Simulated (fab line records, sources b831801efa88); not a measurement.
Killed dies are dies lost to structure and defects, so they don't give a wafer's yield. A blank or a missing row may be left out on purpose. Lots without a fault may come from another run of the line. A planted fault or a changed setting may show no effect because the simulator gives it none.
fab line records | flow sky130
record lots=11 wafers=33 last_day=49
route steps=708 shown VT_ADJUST_HVTR@138 GATE_OXIDE@188 POLY_GATE@227 PAD_OPEN@708
lots that met no fault: from a run of the same line without faults
start_h: hours from the record's first day to the start of the lot's first wafer shown | wait_h: hours since the lot's step before | " the same as in the row above | L1.1+2: a row that stands for several wafers | - no value, or no start given | * or withheld: withheld | < > ~ a bound
route shown NAME@n: a module of which the file shows steps, and the number in the route of the first | usual: mean/standard deviation of fault-free wafers | same: alike in all rows | chamber/n: place in a boat | sites: the reading at each site | _std_site: their standard deviation | _edge_site: outer sites' mean less inner sites' | radius_mm: how far each site lies from the wafer's centre | mask NAME#n: copy n | behind: the tool/chamber that last shaped the wafer | hold: why the lot was held/for how many hours/how that ended | device: the transistor (n, p or np) that didn't switch | end of line: the same wafers' tests at the end of the route | a step without rows: its recipe alone | killed: dies lost to structure and defects at the first sort, not the wafer's yield | map: a wafer's dies, x killed, . not, _ none there
set.NAME: the setting as run; set.NAME@STEP: as run at that earlier step | model.NAME: the simulator's own value behind a step, which no gauge read
steps of the route over a sample of lots; a table a step, a row a wafer
services: from which hour (start_h, from the record's first day; less than 0 if before it) a tool's chamber was out of use, for how many hours, and why
## steps
# step SKY_VT_ADJUST_HVTR_CD_MEAS_07
# recipe target_cd_nm=380
# usual cd_nm=378.9/2.5
# columns lot.wafer tool chamber start_h wait_h cd_nm
L377.1 cd_sem-02 - 192.66 0.1 380.8
L377.2 " - " " 382.2
L377.4 " - " " 381.6
L378.1 cd_sem-01 - 211.76 0.1 385.6
L378.3 " - " " 383.1
L378.6 " - " " 381.7
L379.3 cd_sem-02 - 229.50 0.1 378.1
L379.4 " - " " 377.4
L379.6 " - " " 375.9
L381.2 cd_sem-02 - 232.23 0.1 380.0
L381.3 " - " " 378.6
L381.5 " - " " 376.9
L380.1 cd_sem-02 - 233.30 0.1 376.7
L380.4 " - " " 375.3
L380.5 " - " " 374.4
L382.1 cd_sem-02 - 248.06 0.1 378.2
L382.4 " - " " 378.7
L382.5 " - " " 377.1
L383.1 cd_sem-01 - 262.25 0.1 376.5
L383.4 " - " " 378.0
L383.6 " - " " 378.6
L385.2 cd_sem-02 - 269.73 0.1 382.0
L385.3 " - " " 379.6
L385.6 " - " " 381.1
L384.1 cd_sem-02 - 271.15 0.1 377.1
L384.2 " - " " 381.5
L384.5 " - " " 378.8
L395.3 cd_sem-01 - 333.54 0.1 379.6
L395.4 " - " " 380.7
L395.6 " - " " 381.3
L396.1 cd_sem-01 - 339.20 0.1 373.6
L396.5 " - " " 377.2
L396.6 " - " " 377.0
# step SKY_GATE_OXIDE_OXIDATION_01
# recipe temp_c=900 ambient=O2 stabilise_s=600 purge_s=300 target_thk_a=102.68 ox_time_s=1473
# usual spike_tc_bottom_C=914.8/1.1 spike_tc_centre_C=900.8/0.96 spike_tc_lower_C=901.8/1 spike_tc_top_C=906.9/1.1 spike_tc_upper_C=901.3/1.6 tube_center_temp_C=899.99/0.085 tube_center_temp_C_max=902.3/0.37
# columns lot.wafer tool chamber start_h wait_h spike_tc_bottom_C spike_tc_centre_C spike_tc_lower_C spike_tc_top_C spike_tc_upper_C tube_center_temp_C tube_center_temp_C_max
L377.1 furnace-01 0 270.55 0.8 914.7 900.3 901.9 907.3 902.5 899.93 902.0
L377.2 " 0 " " 913.7 901.0 901.2 906.4 901.4 899.78 901.9
L377.4 " 0 " " 914.5 900.5 903.1 905.9 903.0 900.02 902.0
L378.1 furnace-01 0 289.21 0.0 915.2 899.5 903.3 907.5 899.8 899.9 902.7
L378.3 " 0 " " 914.4 900.5 901.7 906.2 901.4 900.08 901.9
L378.6 " 0 " " 915.0 900.9 901.4 906.9 902.2 900.01 902.3
L379.3 furnace-01 0 311.34 0.6 915.4 901.9 900.4 906.1 901.9 900.04 902.8
L379.4 " 0 " " 913.3 901.8 901.5 906.8 901.6 900.01 902.4
L379.6 " 0 " " 915.0 900.8 900.9 905.3 901.8 899.86 902.0
L381.2 furnace-02 0 313.37 0.1 917.7 902.7 899.9 908.9 898.3 899.97 901.9
L381.3 " 0 " " 915.0 899.6 900.8 906.8 897.6 900.15 902.5
L381.5 " 0 " " 916.2 901.5 902.3 906.6 898.8 899.94 902.1
L380.1 furnace-01 0 314.49 1.0 914.6 901.1 901.4 904.9 900.4 900.08 903.2
L380.4 " 0 " " 914.1 902.2 899.1 908.1 903.3 900.09 902.2
L380.5 " 0 " " 914.1 901.6 901.7 907.5 902.3 899.96 902.6
L382.1 furnace-01 0 332.41 3.1 914.0 901.0 903.4 905.7 900.2 899.96 902.4
L382.4 " 0 " " 913.3 901.7 902.5 905.1 901.1 899.93 902.0
L382.5 " 0 " " 916.1 900.2 901.3 906.0 902.7 899.98 902.5
L383.1 furnace-02 0 345.16 1.5 915.7 899.7 900.9 907.3 899.8 900.09 902.0
L383.4 " 0 " " 916.7 901.0 900.2 908.5 899.6 899.93 902.1
L383.6 " 0 " " 915.8 900.0 900.9 909.3 898.1 899.9 901.7
L385.2 furnace-02 0 354.00 0.0 917.2 902.1 902.9 906.8 900.2 900 901.9
L385.3 " 0 " " 915.9 901.6 902.1 907.3 898.6 900.05 902.0
L385.6 " 0 " " 914.4 899.2 902.7 909.3 898.4 900.15 902.5
L384.1 furnace-01 0 355.22 0.5 913.2 900.2 903.5 906.5 901.8 899.96 902.5
L384.2 " 0 " " 914.7 899.4 900.0 906.8 900.6 899.88 901.8
L384.5 " 0 " " 913.6 900.3 901.4 905.4 902.7 899.91 902.9
L395.3 furnace-01 0 423.46 0.0 890.8 878.8 879.3 885.7 880.5 877.28 879.9
L395.4 " 0 " " 890.2 879.9 878.0 882.7 878.3 877.48 880.1
L395.6 " 0 " " 892.3 878.4 880.0 882.7 880.3 877.4 879.5
L396.1 furnace-01 0 436.00 3.9 891.5 877.1 881.1 884.3 879.2 877.46 879.9
L396.5 " 0 " " 893.0 878.5 881.0 882.9 878.4 877.35 879.5
L396.6 " 0 " " 891.0 877.9 879.0 883.9 880.4 877.37 881.0
# step SKY_GATE_OXIDE_THK_MEAS_02
# recipe reads=SiO2_of_GATE_OXIDE_OXIDATION_01
# usual GATE_OXIDE_OXIDATION_00_THK=10.28/0.19
# columns lot.wafer tool chamber start_h wait_h GATE_OXIDE_OXIDATION_00_THK[nm]
L377.1 film_metro-01 - 271.96 0.0 10.19
L377.2 " - " " 10.14
L377.4 " - " " 10.21
L378.1 film_metro-01 - 290.61 0.0 10.31
L378.3 " - " " 10.42
L378.6 " - " " 10.41
L379.3 film_metro-04 - 312.77 0.0 10.05
L379.4 " - " " 10.09
L379.6 " - " " 10.06
L381.2 film_metro-04 - 314.79 0.0 10.24
L381.3 " - " " 10.28
L381.5 " - " " 10.05
L380.1 film_metro-04 - 315.90 0.0 10.12
L380.4 " - " " 10.12
L380.5 " - " " 10.04
L382.1 film_metro-01 - 333.82 0.0 9.94
L382.4 " - " " 9.73
L382.5 " - " " 10.04
L383.1 film_metro-02 - 346.57 0.0 10.46
L383.4 " - " " 10.64
L383.6 " - " " 10.63
L385.2 film_metro-01 - 355.42 0.0 10.75
L385.3 " - " " 10.62
L385.6 " - " " 10.62
L384.1 film_metro-01 - 356.63 0.0 10.19
L384.2 " - " " 10.21
L384.5 " - " " 10.25
L395.3 film_metro-01 - 424.89 0.0 7.86
L395.4 " - " " 8.05
L395.6 " - " " 7.84
L396.1 film_metro-01 - 437.41 0.0 7.84
L396.5 " - " " 8.07
L396.6 " - " " 7.96
# step SKY_POLY_GATE_CD_MEAS_13
# recipe target_cd_nm=150
# usual cd_nm=150.1/1.2
# columns lot.wafer tool chamber start_h wait_h cd_nm
L377.1 cd_sem-01 - 354.93 - 149.6
L377.2 " - " " 150.0
L377.4 " - " " 149.9
L378.1 cd_sem-01 - 379.18 - 150.4
L378.3 " - " " 150.1
L378.6 " - " " 149.0
L379.3 cd_sem-02 - 400.12 - 148.6
L379.4 " - " " 147.9
L379.6 " - " " 149.7
L381.2 cd_sem-01 - 400.27 - 150.2
L381.3 " - " " 150.6
L381.5 " - " " 151.2
L380.1 cd_sem-02 - 407.25 - 148.7
L380.4 " - " " 148.5
L380.5 " - " " 149.7
L382.1 cd_sem-02 - 426.38 - 148.7
L382.4 " - " " 148.8
L382.5 " - " " 148.5
L383.1 cd_sem-02 - 441.40 - 149.4
L383.4 " - " " 149.8
L383.6 " - " " 148.9
L385.2 cd_sem-01 - 447.10 - 150.6
L385.3 " - " " 152.5
L385.6 " - " " 151.9
L384.1 cd_sem-02 - 452.98 - 150.3
L384.2 " - " " 150.7
L384.5 " - " " 150.3
L395.3 cd_sem-01 - 522.52 - 151.0
L395.4 " - " " 151.1
L395.6 " - " " 150.7
L396.1 cd_sem-02 - 534.63 - 152.0
L396.5 " - " " 150.6
L396.6 " - " " 151.6
# step SKY_POLY_GATE_ETCH_16
# recipe stop_on=poly-Si chemistry=CH3F/O2 target=Si3N4 source_w=400 bias_w=80 pressure_mtorr=25 ch3f_flow_sccm=40 O2_flow_sccm=30 time_s=147.5 target_depth_a=750
# usual drypump_motor_current_A=5.5/0.51 oes_product_au=0.638/0.0054 throttle_valve_pct=10.535/0.0095
# same time_s=147.5
# columns lot.wafer tool chamber start_h wait_h drypump_motor_current_A oes_product_au rf_hours_counter_h throttle_valve_pct
L377.1 rie_diel-04 0 355.17 0.0 6.3 0.633 94 10.535
L377.2 " 1 " " 5.7 0.637 1 10.536
L377.4 " 2 " " 5.9 0.632 5 10.545
L378.1 rie_diel-03 3 379.42 0.0 6.2 0.637 3 10.524
L378.3 " 1 " " 5.8 0.644 99 10.535
L378.6 " 1 " " 5.8 0.652 - 10.533
L379.3 rie_diel-02 1 400.32 0.0 4.9 0.635 5 10.529
L379.4 " 2 " " 4.7 0.635 81 10.536
L379.6 " 0 " " 4.8 0.644 - 10.508
L381.2 rie_diel-03 1 400.49 0.0 5.9 0.641 99 10.541
L381.3 " 3 " " 6.2 0.639 3 10.545
L381.5 " 1 " " 5.8 0.644 - 10.562
L380.1 rie_diel-02 1 407.49 0.0 4.9 0.639 5 10.528
L380.4 " 2 " " 4.7 0.636 81 10.534
L380.5 " 0 " " 4.8 0.646 - 10.535
L382.1 rie_diel-04 3 426.62 0.0 5.5 0.638 72 10.547
L382.4 " 2 " " 5.9 0.643 6 10.527
L382.5 " 3 " " 5.5 0.642 - 10.530
L383.1 rie_diel-04 0 441.64 0.0 6.3 0.639 96 10.546
L383.4 " 1 " " 5.7 0.651 2 10.518
L383.6 " 0 " " 6.3 0.636 - 10.543
L385.2 rie_diel-02 0 447.32 0.0 4.8 0.636 36 10.538
L385.3 " 2 " " 4.7 0.633 82 10.515
L385.6 " 1 " " 4.9 0.642 - 10.527
L384.1 rie_diel-03 3 453.22 0.0 6.2 0.633 4 10.518
L384.2 " 2 " " 5.7 0.631 95 10.535
L384.5 " 2 " " 5.7 0.626 - 10.543
L395.3 rie_diel-04 0 522.72 0.0 6.3 0.638 1 10.544
L395.4 " 1 " " 5.7 0.646 4 10.528
L395.6 " 3 " " 5.5 0.632 - 10.523
L396.1 rie_diel-04 2 534.87 0.0 5.9 0.635 9 10.545
L396.5 " 3 " " 5.5 0.643 - 10.530
L396.6 " 2 " " 5.9 0.646 - 10.521
# step SKY_PAD_OPEN_PROBE_99
# usual killed_at_M0_to_M3=44/7.4 killed_at_M4_up=3.2/2 killed_at_contacts=24/5.1 killed_at_front_end=15/4.8 killed_at_other=0.2/0.46 killed_dies=86/10 killed_on_rim=17/3.6 killed_open=47/7.5 killed_short=39/7
# same gross_dies=492 killed_at_back_side=0
# columns lot.wafer tool chamber start_h wait_h killed_at_M0_to_M3 killed_at_M4_up killed_at_contacts killed_at_front_end killed_at_other killed_dies killed_on_rim killed_open killed_short
L385.2 prober-02 - 1130.23 0.1 51 5 24 6 0 86 13 36 47
L385.3 prober-02 - 1130.28 0.2 42 2 27 11 2 84 14 38 44
L385.6 prober-02 - 1130.43 0.2 39 6 28 11 0 84 17 41 43
L396.1 prober-02 - 1182.77 0.1 51 4 25 11 1 92 19 48 44
L396.5 prober-02 - 1182.97 0.2 45 3 23 13 0 84 20 48 36
L396.6 prober-02 - 1183.02 0.2 48 0 27 14 0 89 18 50 39
# killed by level:class
L385.2 VIA1:geometric_particle:open=9 METAL2:geometric_particle:short=9 CONTACT:geometric_particle:open=9 METAL1:geometric_particle:short=9 LI_CONTACT:geometric_particle:open=6 VIA2:geometric_particle:open=6 CONTACT:geometric_particle:short=5 VIA1:geometric_particle:short=5
L385.3 CONTACT:geometric_particle:open=12 METAL1:geometric_particle:short=11 VIA1:geometric_particle:open=8 VIA3:geometric_particle:open=7 LOCAL_INTERCONNECT:geometric_particle:short=6 CONTACT:geometric_particle:short=6 POLY_GATE:geometric_particle:short=5 FIELD_ISO:geometric_particle:short=4
L385.6 LI_CONTACT:geometric_particle:open=9 VIA1:geometric_particle:open=9 CONTACT:geometric_particle:open=8 VIA1:geometric_particle:short=7 METAL2:geometric_particle:short=7 METAL4:geometric_particle:short=5 FIELD_ISO:geometric_particle:short=4 LI_CONTACT:geometric_particle:short=4
L396.1 VIA1:geometric_particle:open=11 CONTACT:geometric_particle:open=10 VIA1:geometric_particle:short=8 LOCAL_INTERCONNECT:geometric_particle:short=7 METAL2:geometric_particle:short=7 POLY_GATE:geometric_particle:open=6 VIA2:geometric_particle:open=6 VIA3:geometric_particle:open=6
L396.5 VIA1:geometric_particle:open=11 LI_CONTACT:geometric_particle:open=9 CONTACT:geometric_particle:open=8 VIA2:geometric_particle:open=7 METAL1:geometric_particle:short=6 POLY_GATE:geometric_particle:short=5 METAL2:geometric_particle:short=5 VIA3:geometric_particle:open=5
L396.6 VIA1:geometric_particle:open=13 CONTACT:geometric_particle:open=11 METAL2:geometric_particle:short=6 METAL3:geometric_particle:short=6 LI_CONTACT:geometric_particle:open=5 LI_CONTACT:geometric_particle:short=5 VIA2:geometric_particle:open=5 VIA3:geometric_particle:open=5
## services
# columns tool chamber start_h hours kind
rie_diel-02 1 254.83 15.7 repair
furnace-02 - 260.48 2.8 pm
rie_diel-04 1 262.77 - clean
rie_diel-04 1 262.77 19.8 scheduled_down
rie_diel-04 1 262.77 19.8 vent_cycle
rie_diel-02 2 274.64 6.8 repair
rie_diel-04 - 285.00 4.9 repair
rie_diel-04 - 302.92 28.1 pm
rie_diel-02 3 315.13 6.4 repair
furnace-01 - 327.68 4.7 pm
rie_diel-02 3 335.11 - clean
rie_diel-04 2 338.77 3.4 repair
rie_diel-03 3 347.35 3.2 repair
furnace-01 - 363.49 4.7 pm
rie_diel-02 2 364.16 6.0 repair
rie_diel-03 2 366.71 15.3 repair
rie_diel-03 - 412.85 2.8 pm
rie_diel-04 - 432.95 2.8 pm
furnace-02 - 434.01 2.3 pm
rie_diel-04 0 462.63 - clean
rie_diel-04 0 462.63 14.7 scheduled_down
rie_diel-04 0 462.63 14.7 vent_cycle
furnace-01 - 494.82 4.2 pm
rie_diel-04 - 512.24 1.7 repair
## key
first_sign step=SKY_GATE_OXIDE_OXIDATION_01 reading=tube_center_temp_C direction=down sigmas=99+ usual=* struck=*
effect step=SKY_GATE_OXIDE_OXIDATION_01 reading=tube_center_temp_C_max direction=down sigmas=61 usual=* struck=*
effect step=SKY_GATE_OXIDE_THK_MEAS_02 reading=GATE_OXIDE_OXIDATION_00_THK direction=down sigmas=12 usual=10.28 struck=7.93
met_at SKY_GATE_OXIDE_OXIDATION_01
struck_lots L395,L396
tester_left_out L395,L396
not_acting_at SKY_VT_ADJUST_HVTR_CD_MEAS_07,SKY_POLY_GATE_CD_MEAS_13,SKY_POLY_GATE_ETCH_16
onset_between 355.22 423.46
fault kind=process_parameter_drift tool=furnace-01 chamber=- onset_h=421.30 steps=SKY_GATE_OXIDE_OXIDATION_01 channel=temp_c offset=* shape=step end_h=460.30 acts_in=* stated=*
# tester_left_out: of these lots the tester's yield and bins aren't shown, on N5 and GAA mostly nor the transistor test; their killed dies are dies lost to structure and defects alone, not to doping, threshold or leakage, so they don't give the yield
